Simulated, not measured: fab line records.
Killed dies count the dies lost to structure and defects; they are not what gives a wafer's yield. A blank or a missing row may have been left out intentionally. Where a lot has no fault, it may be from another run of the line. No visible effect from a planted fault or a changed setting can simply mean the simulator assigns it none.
The tool behind it: which one? + flow sky130 + 36 wafers from 12 lots sampled at 5 of the route's 708 steps

WHAT THE GAUGES READ, wafer by wafer
SKY_VT_ADJUST_HVTP_TW_MEAS_11.
| lot  | measured     | on            | VT_ADJUST_HVTP_TW |
|------|--------------|---------------|-------------------|
| L498 | day 6 07:21  | film_metro-01 | 1358 1352 1345    |
| L497 | day 6 07:40  | film_metro-02 | 1358 1355 1363    |
| L501 | day 6 21:52  | film_metro-01 | 1362 1352 1349    |
| L502 | day 7 04:07  | film_metro-01 | 1360 1361 1364    |
| L504 | day 8 00:04  | film_metro-01 | 1371 1366 1369    |
| L505 | day 8 06:30  | film_metro-01 | 1363 1375 1367    |
| L507 | day 8 16:24  | film_metro-04 | 1348 1356 1350    |
| L508 | day 9 01:34  | film_metro-02 | 1365 1357 1364    |
| L509 | day 9 08:21  | film_metro-04 | 1358 1358 1347    |
| L510 | day 9 17:32  | film_metro-04 | 1356 1358 1351    |
| L517 | day 11 11:25 | film_metro-02 | 986 980 984       |
| L518 | day 11 12:58 | film_metro-04 | 973 977 969       |

SKY_RES_XHIGH_TW_MEAS_09.
| lot  | measured     | on            | RES_XHIGH_TW   |
|------|--------------|---------------|----------------|
| L498 | day 26 17:54 | film_metro-02 | 1647 1648 1645 |
| L497 | day 26 14:29 | film_metro-01 | 1648 1643 1644 |
| L501 | day 27 19:34 | film_metro-02 | 1674 1661 1659 |
| L502 | day 28 13:00 | film_metro-04 | 1643 1640 1639 |
| L504 | day 29 06:48 | film_metro-04 | 1637 1647 1627 |
| L505 | day 29 16:06 | film_metro-01 | 1651 1641 1648 |
| L507 | day 30 04:33 | film_metro-01 | 1647 1643 1645 |
| L508 | day 30 13:45 | film_metro-04 | 1640 1644 1634 |
| L509 | day 30 19:45 | film_metro-01 | 1651 1650 1647 |
| L510 | day 31 10:58 | film_metro-04 | 1636 1633 1630 |
| L517 | day 33 17:18 | film_metro-02 | 1652 1664 1656 |
| L518 | day 33 13:13 | film_metro-01 | 1648 1659 1647 |

SKY_LI_CONTACT_THK_MEAS_01.
| lot  | measured     | on            | LI_CONTACT_HDPCVD_THK (nm) |
|------|--------------|---------------|----------------------------|
| L498 | day 28 00:43 | film_metro-04 | 960 956 966                |
| L497 | day 27 20:55 | film_metro-02 | 969 975 970                |
| L501 | day 29 00:56 | film_metro-02 | 985 979 969                |
| L502 | day 29 18:05 | film_metro-02 | 972 973 986                |
| L504 | day 30 12:16 | film_metro-04 | 959 986 967                |
| L505 | day 30 20:45 | film_metro-04 | 965 978 956                |
| L507 | day 31 08:46 | film_metro-04 | 972 961 977                |
| L508 | day 31 18:11 | film_metro-02 | 971 960 970                |
| L509 | day 32 00:13 | film_metro-01 | 960 968 956                |
| L510 | day 32 14:56 | film_metro-04 | 964 947 958                |
| L517 | day 34 22:28 | film_metro-04 | 984 980 979                |
| L518 | day 34 17:29 | film_metro-04 | 984 966 986                |

WHICH TOOL RAN EACH LOT (tool, then ch and the chambers of the sampled wafers, then the start)
| lot  | SKY_VT_ADJUST_HVTP_IMPLANT_09   | SKY_POLY_CUT_STRIP_12                |
|------|---------------------------------|--------------------------------------|
| L498 | implanter-02 ch 0, day 6 07:06  | plasma_asher-02 ch 0,1, day 24 07:20 |
| L497 | implanter-04 ch 0, day 6 07:24  | plasma_asher-04 ch 0,1, day 24 02:35 |
| L501 | implanter-01 ch 0, day 6 21:38  | plasma_asher-04 ch 0,1, day 25 08:35 |
| L502 | implanter-01 ch 0, day 7 03:53  | plasma_asher-02 ch 0,1, day 26 02:42 |
| L504 | implanter-02 ch 0, day 7 23:49  | plasma_asher-03 ch 0,1, day 26 21:35 |
| L505 | implanter-01 ch 0, day 8 06:15  | plasma_asher-03 ch 0,1, day 27 07:23 |
| L507 | implanter-04 ch 0, day 8 16:09  | plasma_asher-04 ch 0,1, day 27 20:26 |
| L508 | implanter-04 ch 0, day 9 01:19  | plasma_asher-02 ch 0,1, day 28 04:53 |
| L509 | implanter-02 ch 0, day 9 08:06  | plasma_asher-04 ch 0, day 28 12:39   |
| L510 | implanter-01 ch 0, day 9 17:17  | plasma_asher-04 ch 0,1, day 29 03:05 |
| L517 | implanter-01 ch 0, day 11 11:10 | plasma_asher-02 ch 0,1, day 31 10:23 |
| L518 | implanter-01 ch 0, day 11 12:44 | plasma_asher-03 ch 1, day 31 07:41   |
- SKY_VT_ADJUST_HVTP_IMPLANT_09
- SKY_POLY_CUT_STRIP_12: strips in O2/N2.

WHAT THE TOOLS THEMSELVES READ (means of the sampled wafers that have a number; where no wafer has one, the mark that the record gives instead)
SKY_VT_ADJUST_HVTP_IMPLANT_09.
| lot  | tool         | beam_energy_keV | dose_ions_cm2 | faraday_current_uA |
|------|--------------|-----------------|---------------|--------------------|
| L498 | implanter-02 | 150.04          | 4.3e+12       | 24.5               |
| L497 | implanter-04 | 150.03          | 4.3e+12       | 23.8               |
| L501 | implanter-01 | 150.01          | 4.3e+12       | 24.2               |
| L502 | implanter-01 | 150.00          | 4.3e+12       | 24.1               |
| L504 | implanter-02 | 150.06          | 4.3e+12       | 24.5               |
| L505 | implanter-01 | 149.94          | 4.3e+12       | 24.1               |
| L507 | implanter-04 | 150.00          | 4.3e+12       | 24.4               |
| L508 | implanter-04 | 150.12          | 4.3e+12       | 24.4               |
| L509 | implanter-02 | 150.00          | 4.3e+12       | 24.5               |
| L510 | implanter-01 | 149.99          | 4.3e+12       | 24.3               |
| L517 | implanter-01 | 149.94          | 1.5e+12       | 8.7                |
| L518 | implanter-01 | 150.01          | 1.5e+12       | 8.5                |

SKY_POLY_CUT_STRIP_12.
| lot  | tool            | drypump_motor_current_A (A) | oes_product_au (a.u.) | strip_time_to_endpoint_s (s) |
|------|-----------------|-----------------------------|-----------------------|------------------------------|
| L498 | plasma_asher-02 | 5.9                         | 0.451                 | 5.369                        |
| L497 | plasma_asher-04 | 6.0                         | 0.450                 | 5.364                        |
| L501 | plasma_asher-04 | 5.7                         | 0.454                 | 5.355                        |
| L502 | plasma_asher-02 | 5.9                         | 0.451                 | 5.362                        |
| L504 | plasma_asher-03 | 5.9                         | 0.458                 | 5.373                        |
| L505 | plasma_asher-03 | 5.9                         | 0.450                 | 5.361                        |
| L507 | plasma_asher-04 | 6.0                         | 0.454                 | 5.348                        |
| L508 | plasma_asher-02 | 5.8                         | 0.448                 | 5.327                        |
| L509 | plasma_asher-04 | 5.4                         | 0.453                 | 5.330                        |
| L510 | plasma_asher-04 | 5.7                         | 0.454                 | 5.357                        |
| L517 | plasma_asher-02 | 5.8                         | 0.455                 | 5.346                        |
| L518 | plasma_asher-03 | 6.1                         | 0.454                 | 5.353                        |

THE ANSWER, worked out from the rows above alone
Rule: usual is defined by the lots themselves. The widest of any qualifying gaps counts: lots, ordered by their means at a reading, are off when they make up no more than a third of the lots, leave a main group of 4 or more, and stand apart from it by 3 or more times the standard deviation of that group's means. Not used: any main group whose means are identical at the precision the tables above print for the reading. Also off: a lot with no number at a reading for which 4 or more lots have one. Where the step has rows for the other lots, those lots are counted as sound. Order of review: gauges by route order, followed by the tools' own readings, for which a lot's mean as printed above is used. The first step at which some lot is off is used, and at that step the reading that is off furthest; a lot without a number counts as furthest.
Off: L517, L518, at SKY_VT_ADJUST_HVTP_TW_MEAS_11 (VT_ADJUST_HVTP_TW). The main group has a mean of 1359 with a standard deviation of 6.1.
If a tool, at a process step before that reading, ran all the lots that are off and no sound lot after the first of them, it fits. Not tried: the gauges at SKY_VT_ADJUST_HVTP_TW_MEAS_11; whatever is off there is also off at SKY_VT_ADJUST_HVTP_IMPLANT_09, on other tools, and gauge error can't account for it. One fits: SKY_VT_ADJUST_HVTP_IMPLANT_09 on implanter-01. Its last sound lot is L510 (day 9 17:17), its first lot that is off L517 (day 11 11:10): a fault that began between those two fits.
The tool's own readings at SKY_VT_ADJUST_HVTP_IMPLANT_09 bear it out: on the lots that are off they differ by more than 5 times the standard deviation of the sound lots' means. dose_ions_cm2 reads 1.5e+12 there against 4.3e+12 on the sound lots; faraday_current_uA reads 8.6 there against 24.3 on the sound lots.

WHAT WAS PUT IN BY THE SIMULATOR
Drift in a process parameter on implanter-01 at SKY_VT_ADJUST_HVTP_IMPLANT_09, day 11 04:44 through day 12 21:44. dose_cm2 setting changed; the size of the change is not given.
Shown lots that were struck: L517, L518. This agrees with what the rule above found.
